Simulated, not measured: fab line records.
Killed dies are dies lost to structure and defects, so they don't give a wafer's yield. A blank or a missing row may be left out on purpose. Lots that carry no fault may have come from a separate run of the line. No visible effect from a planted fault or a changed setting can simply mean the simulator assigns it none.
fab line records	flow sky130
[record] lots = 14	wafers = 40	last-day = 50
route steps=708 shown POLY_GATE@218 LDD_HVN@275 LDD_LDN@296 PAD_OPEN@708
lots that met no fault: from a run of the same line without faults
start-h: hours from the record's first day to the start of the lot's first wafer shown	wait-h: how many hours have passed since the lot's step before this one	" repeats the value in the row above	L1.1+2: one row covering several wafers at once	- no value, or no start given	* or withheld: withheld	< > ~ a bound
route shown NAME@n: a module of which the file shows steps, and the number in the route of the first	usual: the fault-free wafers' mean and standard deviation	same: alike in all rows	chamber/n: place in a boat	sites: readings site by site	_std_site: their standard deviation	_edge_site: mean of outer sites minus mean of inner sites	radius-mm: how far each site lies from the wafer's centre	mask NAME#n: copy n	behind: the most recent tool/chamber to have shaped the wafer	hold: why the lot went on hold/how many hours it stayed there/how the hold came to an end	device: whichever transistor did not switch (one of n, p or np)	end of line: the same wafers' tests at the end of the route	a step with no rows: only its recipe	killed: at the first sort, the dies lost to defects and structure; wafer yield is something else	map: shows each die of a wafer: x if killed, . if not, _ if none is there
set.NAME: setting as actually run; set.NAME@STEP: the setting as run at that earlier step	model.NAME: the simulator's own value behind a step, which no gauge read
steps of the route over a sample of lots; a table a step, a row a wafer
services: when a tool's chamber went out of use (start-h, in hours from the record's first day, below 0 if earlier), for how many hours, and the reason
[[steps]]
[step SKY_POLY_GATE_THK_MEAS_04]
[recipe] reads = Si3N4_of_POLY_GATE_CVD_03
[usual] POLY_GATE_CVD_03_THK = 75.3/0.63
lot.wafer	tool	chamber	start-h	wait-h	POLY_GATE_CVD_03_THK[nm]
L402.1	film-metro-02	-	352.05	0.0	75.4
L402.5	"	-	"	"	75.3
L402.6	"	-	"	"	75.2
L401.2	film-metro-04	-	352.06	0.0	76.1
L401.3	"	-	"	"	76.0
L401.6	"	-	"	"	76.6
L406.1	film-metro-02	-	382.01	0.0	75.2
L406.2	"	-	"	"	74.7
L406.3	"	-	"	"	74.3
L404.1	film-metro-04	-	383.37	0.0	75.6
L404.3	"	-	"	"	76.5
L404.6	"	-	"	"	75.8
L405.1	film-metro-02	-	383.37	0.0	74.8
L405.4	"	-	"	"	74.6
L405.6	"	-	"	"	74.8
L407.1	film-metro-02	-	418.37	0.0	75.7
L407.3	"	-	"	"	75.5
L407.6	"	-	"	"	74.7
L408.1	film-metro-04	-	418.37	0.0	75.3
L408.3	"	-	"	"	75.1
L408.5	"	-	"	"	75.3
L410.1	film-metro-01	-	439.84	0.0	75.2
L410.5	"	-	"	"	75.2
L410.6	"	-	"	"	74.8
L409.3	film-metro-01	-	443.36	0.0	75.0
L409.4	"	-	"	"	75.5
L409.5	"	-	"	"	75.0
L413.2	film-metro-02	-	448.36	0.0	75.1
L413.5	"	-	"	"	74.9
L414.2	film-metro-04	-	473.83	0.0	74.8
L414.5	"	-	"	"	74.2
L421.1	film-metro-02	-	517.09	0.0	75.7
L421.4	"	-	"	"	75.3
L421.5	"	-	"	"	75.4
L423.3	film-metro-04	-	532.41	0.0	76.0
L423.4	"	-	"	"	76.0
L423.5	"	-	"	"	75.9
L424.1	film-metro-01	-	533.75	0.0	74.6
L424.4	"	-	"	"	74.6
L424.6	"	-	"	"	75.1
[step SKY_LDD_HVN_IMPLANT_08]
[recipe] species = P	energy-kev = 60	dose-cm2 = 3e+13	tilt-deg = 40
[usual] beam-on-s = 9.99/0.21	faraday-current-uA = 169/3.6
lot.wafer	tool	chamber	start-h	wait-h	beam-on-s	faraday-current-uA
L402.1	implanter-01	0	475.85	0.0	10.11	167
L402.5	"	0	"	"	9.56	177
L402.6	"	0	"	"	10.19	166
L401.2	implanter-02	0	477.69	0.0	10.16	166
L401.3	"	0	"	"	9.65	175
L401.6	"	0	"	"	9.93	169
L406.1	implanter-03	0	509.35	0.0	9.77	174
L406.2	"	0	"	"	10.03	169
L406.3	"	0	"	"	9.78	173
L405.1	implanter-02	0	509.78	0.0	10.04	168
L405.4	"	0	"	"	10.19	166
L405.6	"	0	"	"	9.96	170
L404.1	implanter-03	0	510.30	0.0	9.72	174
L404.3	"	0	"	"	9.84	172
L404.6	"	0	"	"	10.16	165
L408.1	implanter-02	0	544.61	0.0	10.16	167
L408.3	"	0	"	"	9.67	175
L408.5	"	0	"	"	10.08	168
L407.1	implanter-03	0	545.86	0.0	10.30	164
L407.3	"	0	"	"	10.12	167
L407.6	"	0	"	"	9.98	169
L410.1	implanter-02	0	566.03	0.0	10.05	168
L410.5	"	0	"	"	9.86	173
L410.6	"	0	"	"	10.34	163
L409.3	implanter-03	0	568.15	0.1	9.85	172
L409.4	"	0	"	"	10.20	165
L409.5	"	0	"	"	9.99	169
L413.2	implanter-03	0	574.78	0.0	10.86	156
L413.5	"	0	"	"	10.02	168
L414.2	implanter-03	0	598.34	0.0	10.87	156
L414.5	"	0	"	"	10.08	167
L421.1	implanter-02	0	636.58	0.0	10.30	165
L421.4	"	0	"	"	9.83	172
L421.5	"	0	"	"	9.67	175
L424.1	implanter-02	0	653.95	0.0	9.66	175
L424.4	"	0	"	"	9.84	172
L424.6	"	0	"	"	9.81	173
L423.3	implanter-01	0	655.61	0.1	9.87	171
L423.4	"	0	"	"	10.07	170
L423.5	"	0	"	"	9.88	171
[step SKY_LDD_HVN_STRIP_09]
[recipe] chemistry = O2/N2	power-w = 1400	pressure-mtorr = 1500	platen-temp-c = withheld	o2-flow-sccm = 3000	n2-flow-sccm = 300	overash-fraction = 0.5
[usual] drypump-motor-current-A = 5.7/0.42	o2-flow-sccm = 3001/9	oes-product-au = 0.409/0.0046	strip-time-to-endpoint-s = 4.132/0.013
[same] overash-fraction = 0.5
lot.wafer	tool	chamber	start-h	wait-h	drypump-motor-current-A	o2-flow-sccm	oes-product-au	rf-hours-counter-h	strip-time-to-endpoint-s
L402.1	plasma-asher-04	0	476.00	0.1	6.6	3010	0.408	30	4.137
L402.5	"	0	"	"	6.6	3003	0.414	-	4.135
L402.6	"	1	"	"	5.4	2989	0.411	-	4.152
L401.2	plasma-asher-04	0	477.81	0.1	6.6	2993	0.405	30	4.139
L401.3	"	1	"	"	5.4	3001	0.409	-	4.144
L401.6	"	0	"	"	6.6	3005	0.406	-	4.116
L406.1	plasma-asher-02	1	509.50	0.1	5.5	2994	0.411	83	4.134
L406.2	"	0	"	"	5.4	3002	0.413	83	4.123
L406.3	"	0	"	"	5.4	2997	0.408	-	4.147
L405.1	plasma-asher-04	1	509.93	0.1	5.4	3011	0.408	33	4.119
L405.4	"	0	"	"	6.6	3010	0.411	-	4.122
L405.6	"	1	"	"	5.4	3008	0.412	-	4.122
L404.1	plasma-asher-02	1	510.45	0.1	5.5	3000	0.407	83	4.142
L404.3	"	1	"	"	5.5	3003	0.409	-	4.131
L404.6	"	0	"	"	5.4	3006	0.419	-	4.152
L408.1	plasma-asher-02	0	544.76	0.1	5.4	2987	0.411	86	4.120
L408.3	"	1	"	"	5.5	3004	0.408	-	4.111
L408.5	"	0	"	"	5.4	3002	0.404	-	4.103
L407.1	plasma-asher-02	1	546.01	0.1	5.5	2999	0.407	86	4.115
L407.3	"	0	"	"	5.4	3003	0.414	-	4.120
L407.6	"	1	"	"	5.5	3009	0.404	-	4.129
L410.1	plasma-asher-04	1	566.18	0.1	5.4	2978	0.401	39	4.155
L410.5	"	0	"	"	6.6	3006	0.408	-	4.149
L410.6	"	1	"	"	5.4	3006	0.414	-	4.157
L409.3	plasma-asher-04	1	568.29	0.1	5.4	3002	0.413	-	4.141
L409.4	"	0	"	"	6.6	3010	0.409	-	4.137
L409.5	"	1	"	"	5.4	3020	0.404	-	4.148
L413.2	plasma-asher-04	0	574.90	0.1	6.6	3020	0.404	40	4.133
L413.5	"	1	"	"	5.4	3001	0.404	-	4.146
L414.2	plasma-asher-01	1	598.46	0.1	5.9	2998	0.405	79	4.141
L414.5	"	0	"	"	5.7	2992	0.411	-	4.132
L421.1	plasma-asher-01	1	636.73	0.1	5.9	3016	0.409	83	4.118
L421.4	"	0	"	"	5.7	2995	0.406	-	4.135
L421.5	"	1	"	"	5.9	3009	0.402	-	4.130
L424.1	plasma-asher-01	1	654.25	0.2	5.9	3001	0.413	84	4.129
L424.4	"	0	"	"	5.7	2997	0.410	-	4.154
L424.6	"	1	"	"	5.9	2998	0.410	-	4.155
L423.3	plasma-asher-01	0	655.75	0.1	5.7	3001	0.413	-	4.110
L423.4	"	1	"	"	5.9	3011	0.401	-	4.111
L423.5	"	0	"	"	5.7	3000	0.401	-	4.115
[step SKY_LDD_LDN_OVL_MEAS_07]
[usual] LDD_LDN_OVL = 0.8/1.3
lot.wafer	tool	chamber	start-h	wait-h	LDD_LDN_OVL[nm]
L402.1	overlay-01	-	536.99	0.1	2.3
L402.5	"	-	"	"	2.3
L402.6	"	-	"	"	1.5
L401.2	overlay-02	-	540.71	0.1	2.2
L401.3	"	-	"	"	1.1
L401.6	"	-	"	"	1.0
L406.1	overlay-02	-	569.64	0.1	2.6
L406.2	"	-	"	"	2.3
L406.3	"	-	"	"	3.1
L405.1	overlay-01	-	570.05	0.1	1.3
L405.4	"	-	"	"	1.1
L405.6	"	-	"	"	0.9
L404.1	overlay-01	-	570.65	0.1	0.3
L404.3	"	-	"	"	-0.7
L404.6	"	-	"	"	1.0
L408.1	overlay-01	-	602.55	0.1	0.1
L408.3	"	-	"	"	1.0
L408.5	"	-	"	"	-0.4
L407.1	overlay-01	-	604.19	0.1	0.5
L407.3	"	-	"	"	1.8
L407.6	"	-	"	"	-0.5
L410.1	overlay-01	-	623.55	0.1	1.4
L410.5	"	-	"	"	2.1
L410.6	"	-	"	"	3.6
L409.3	overlay-01	-	627.04	0.1	1.7
L409.4	"	-	"	"	0.9
L409.5	"	-	"	"	1.6
L413.2	overlay-01	-	631.75	0.1	2.5
L413.5	"	-	"	"	2.4
L414.2	overlay-02	-	655.83	0.1	-1.2
L414.5	"	-	"	"	-1.6
L421.1	overlay-02	-	693.44	0.1	0.1
L421.4	"	-	"	"	-0.6
L421.5	"	-	"	"	0.4
L424.1	overlay-01	-	710.68	0.1	-0.8
L424.4	"	-	"	"	1.2
L424.6	"	-	"	"	0.2
L423.3	overlay-02	-	712.32	0.1	-0.5
L423.4	"	-	"	"	-0.8
L423.5	"	-	"	"	0.4
[step SKY_PAD_OPEN_PROBE_99]
[usual] killed_at_M0_to_M3 = 44/7.7	killed_at_M4_up = 3.0/1.9	killed-at-contacts = 25/5.6	killed-at-front-end = 15/4.6	killed-at-other = 0.3/0.47	killed-dies = 86/9.9	killed-open = 47/7.4	killed-short = 39/5.9
[same] gross-dies = 492	killed-at-back-side = 0
lot.wafer	tool	chamber	start-h	wait-h	killed_at_M0_to_M3	killed_at_M4_up	killed-at-contacts	killed-at-front-end	killed-at-other	killed-dies	killed-open	killed-short
L402.1	prober-02	-	1086.90	0.1	44	0	33	17	1	95	54	41
L402.5	prober-02	-	1087.10	0.2	46	1	26	15	0	88	51	37
L402.6	prober-02	-	1087.15	0.2	49	4	26	10	0	89	47	42
L406.1	prober-01	-	1107.61	0.1	54	11	25	6	1	97	47	50
L406.2	prober-01	-	1107.66	0.1	42	3	21	17	0	83	47	36
L406.3	prober-01	-	1107.71	0.2	49	2	29	19	0	99	46	53
L404.1	prober-02	-	1109.12	0.1	40	4	34	10	0	88	49	39
L404.3	prober-02	-	1109.22	0.2	50	5	22	15	0	92	51	41
L404.6	prober-02	-	1109.37	0.2	49	6	32	16	0	103	59	44
L407.1	prober-01	-	1135.26	0.1	54	4	18	17	1	94	50	44
L407.3	prober-01	-	1135.36	0.2	57	3	24	13	1	98	49	49
L407.6	prober-01	-	1135.51	0.2	43	2	30	9	0	84	43	41
L409.3	prober-01	-	1144.88	0.2	48	2	21	16	0	87	53	34
L409.4	prober-01	-	1144.93	0.2	36	2	22	21	0	81	52	29
L409.5	prober-01	-	1144.98	0.2	45	3	22	14	1	85	51	34
L413.5	prober-01	-	1153.76	0.2	37	2	26	17	0	82	43	39
L414.2	prober-02	-	1166.03	0.1	33	2	34	8	0	77	42	35
L414.5	prober-02	-	1166.18	0.2	49	4	30	6	1	90	47	43
L423.3	prober-02	-	1199.17	0.2	48	0	13	16	0	77	38	39
L423.4	prober-02	-	1199.22	0.2	58	2	17	16	1	94	56	38
L423.5	prober-02	-	1199.27	0.2	38	1	17	18	0	74	39	35
// killed by level:class
L402.1 CONTACT:geometric-particle:open=14 LI_CONTACT:geometric-particle:open=9 METAL2:geometric-particle:short=8 CONTACT:geometric-particle:short=7 VIA1:geometric-particle:open=7 POLY_GATE:geometric-particle:open=6 VIA1:geometric-particle:short=5 VIA2:geometric-particle:open=5
L402.5 VIA1:geometric-particle:open=15 LI_CONTACT:geometric-particle:open=7 POLY_GATE:geometric-particle:open=6 CONTACT:geometric-particle:open=6 METAL1:geometric-particle:short=6 VIA3:geometric-particle:open=6 CONTACT:geometric-particle:short=5 VIA2:geometric-particle:open=5
L402.6 METAL1:geometric-particle:short=11 VIA2:geometric-particle:open=9 CONTACT:geometric-particle:open=7 LOCAL_INTERCONNECT:geometric-particle:short=6 VIA3:geometric-particle:open=6 POLY_GATE:geometric-particle:open=5 LI_CONTACT:geometric-particle:open=5 VIA1:geometric-particle:open=5
L406.1 VIA2:geometric-particle:open=13 METAL4:geometric-particle:short=11 VIA3:geometric-particle:open=9 LI_CONTACT:geometric-particle:open=7 CONTACT:geometric-particle:short=6 VIA1:geometric-particle:open=6 METAL2:geometric-particle:short=6 CONTACT:geometric-particle:open=5
L406.2 CONTACT:geometric-particle:open=9 VIA3:geometric-particle:short=8 FIELD_ISO:geometric-particle:open=7 LI_CONTACT:geometric-particle:open=7 VIA3:geometric-particle:open=6 METAL2:geometric-particle:short=5 METAL1:geometric-particle:short=5 VIA1:geometric-particle:open=5
L406.3 LOCAL_INTERCONNECT:geometric-particle:short=9 METAL2:geometric-particle:short=9 VIA3:geometric-particle:open=9 LI_CONTACT:geometric-particle:open=7 CONTACT:geometric-particle:open=7 VIA3:geometric-particle:short=7 VIA1:geometric-particle:open=6 FIELD_ISO:geometric-particle:short=5
L404.1 LI_CONTACT:geometric-particle:open=10 CONTACT:geometric-particle:open=10 VIA1:geometric-particle:open=8 VIA3:geometric-particle:open=8 LOCAL_INTERCONNECT:geometric-particle:short=7 VIA2:geometric-particle:open=5 LI_CONTACT:geometric-particle:short=4 METAL1:geometric-particle:short=4
L404.3 VIA2:geometric-particle:open=14 CONTACT:geometric-particle:open=9 VIA1:geometric-particle:open=8 METAL2:geometric-particle:short=8 LI_CONTACT:geometric-particle:open=7 VIA2:geometric-particle:short=5 VIA3:geometric-particle:open=5 METAL4:geometric-particle:short=5
L404.6 LI_CONTACT:geometric-particle:open=10 CONTACT:geometric-particle:open=9 VIA1:geometric-particle:open=9 VIA3:geometric-particle:open=8 VIA1:geometric-particle:short=8 METAL1:geometric-particle:short=5 FIELD_ISO:geometric-particle:open=4 POLY_GATE:geometric-particle:short=4
L407.1 VIA1:geometric-particle:open=13 CONTACT:geometric-particle:short=8 METAL2:geometric-particle:short=7 VIA2:geometric-particle:open=7 CONTACT:geometric-particle:open=6 VIA3:geometric-particle:open=6 POLY_GATE:geometric-particle:open=5 METAL3:geometric-particle:short=5
L407.3 VIA1:geometric-particle:open=12 LI_CONTACT:geometric-particle:open=9 METAL2:geometric-particle:short=7 VIA2:geometric-particle:open=7 POLY_GATE:geometric-particle:short=6 VIA3:geometric-particle:open=6 VIA1:geometric-particle:short=5 CONTACT:geometric-particle:open=5
L407.6 CONTACT:geometric-particle:open=10 LI_CONTACT:geometric-particle:open=9 VIA1:geometric-particle:short=8 VIA1:geometric-particle:open=7 CONTACT:geometric-particle:short=5 METAL1:geometric-particle:short=4 METAL2:geometric-particle:short=4 VIA2:geometric-particle:open=4
L409.3 CONTACT:geometric-particle:open=10 METAL2:geometric-particle:short=9 LI_CONTACT:geometric-particle:open=8 VIA1:geometric-particle:open=8 VIA3:geometric-particle:open=8 VIA2:geometric-particle:open=5 FIELD_ISO:geometric-particle:short=4 METAL1:geometric-particle:short=4
L409.4 VIA1:geometric-particle:open=12 LI_CONTACT:geometric-particle:open=8 CONTACT:geometric-particle:open=8 POLY_GATE:geometric-particle:short=6 FIELD_ISO:geometric-particle:open=5 POLY_GATE:geometric-particle:open=5 VIA2:geometric-particle:open=5 VIA3:geometric-particle:open=5
L409.5 VIA1:geometric-particle:open=14 VIA3:geometric-particle:open=9 CONTACT:geometric-particle:open=8 CONTACT:geometric-particle:short=5 METAL2:geometric-particle:short=5 FIELD_ISO:geometric-particle:short=4 METAL1:geometric-particle:short=4 LI_CONTACT:geometric-particle:open=4
L413.5 VIA1:geometric-particle:open=10 CONTACT:geometric-particle:open=9 LI_CONTACT:geometric-particle:open=6 METAL2:geometric-particle:short=5 LI_CONTACT:geometric-particle:short=4 VIA1:geometric-particle:short=4 CONTACT:geometric-particle:short=4 METAL1:geometric-particle:short=4
L414.2 VIA1:geometric-particle:open=10 CONTACT:geometric-particle:open=9 LI_CONTACT:geometric-particle:open=8 METAL2:geometric-particle:short=8 LOCAL_INTERCONNECT:geometric-particle:short=6 CONTACT:geometric-particle:short=5 VIA2:geometric-particle:open=5 LI_CONTACT:geometric-particle:short=4
L414.5 VIA1:geometric-particle:open=10 LI_CONTACT:geometric-particle:open=9 CONTACT:geometric-particle:open=9 METAL2:geometric-particle:short=9 VIA2:geometric-particle:open=8 VIA1:geometric-particle:short=6 CONTACT:geometric-particle:short=5 LOCAL_INTERCONNECT:geometric-particle:short=4
L423.3 VIA1:geometric-particle:open=13 METAL1:geometric-particle:short=6 METAL2:geometric-particle:short=6 FIELD_ISO:geometric-particle:short=5 CONTACT:geometric-particle:open=5 VIA2:geometric-particle:open=4 METAL3:geometric-particle:short=4 VIA2:geometric-particle:short=3
L423.4 VIA1:geometric-particle:open=15 VIA1:geometric-particle:short=10 CONTACT:geometric-particle:open=9 VIA2:geometric-particle:open=8 FIELD_ISO:geometric-particle:open=6 METAL2:geometric-particle:open=6 POLY_GATE:geometric-particle:open=5 METAL2:geometric-particle:short=5
L423.5 VIA1:geometric-particle:open=10 METAL2:geometric-particle:short=6 VIA2:geometric-particle:open=5 FIELD_ISO:geometric-particle:short=4 FIELD_ISO:geometric-particle:open=4 VIA1:geometric-particle:short=4 LI_CONTACT:geometric-particle:open=4 CONTACT:geometric-particle:open=4
[[services]]
tool	chamber	start-h	hours	kind
implanter-02	-	455.97	4.7	repair
implanter-03	-	464.32	1.6	repair
plasma-asher-01	-	477.47	1.2	repair
implanter-01	-	491.95	2.7	repair
implanter-02	-	505.58	1.1	repair
implanter-01	-	538.82	17.4	repair
implanter-01	-	556.25	4.1	pm
implanter-01	-	565.25	24.1	pm
plasma-asher-01	-	608.61	1.0	repair
implanter-03	-	628.94	1.4	repair
implanter-03	-	652.18	2.7	repair
[[key]]
[first-sign] step = SKY_LDD_HVN_IMPLANT_08	reading = beam-on-s	direction = up	sigmas = 4.1	usual = 9.99	struck = 10.87
[effect] step = SKY_LDD_HVN_IMPLANT_08	reading = faraday-current-uA	direction = down	sigmas = 3.6	usual = 169	struck = 156
met-at SKY_LDD_HVN_IMPLANT_08
struck-lots L413,L414
struck-wafers L413.2,L414.2
tester-left-out L413,L414
not-acting-at SKY_POLY_GATE_THK_MEAS_04,SKY_LDD_HVN_STRIP_09,SKY_LDD_LDN_OVL_MEAS_07
onset-between 568.15 574.78
[fault] kind = process-parameter-drift	tool = implanter-03	chamber = -	onset-h = 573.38	steps = SKY_LDD_HVN_IMPLANT_08	channel = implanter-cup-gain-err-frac	offset = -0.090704	shape = step	end-h = 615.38	scope = struck-wafers-only
// tester-left-out: of these lots the tester's yield and bins aren't shown, on N5 and GAA mostly nor the transistor test; their killed dies are dies lost to structure and defects alone, not to doping, threshold or leakage, so they don't give the yield
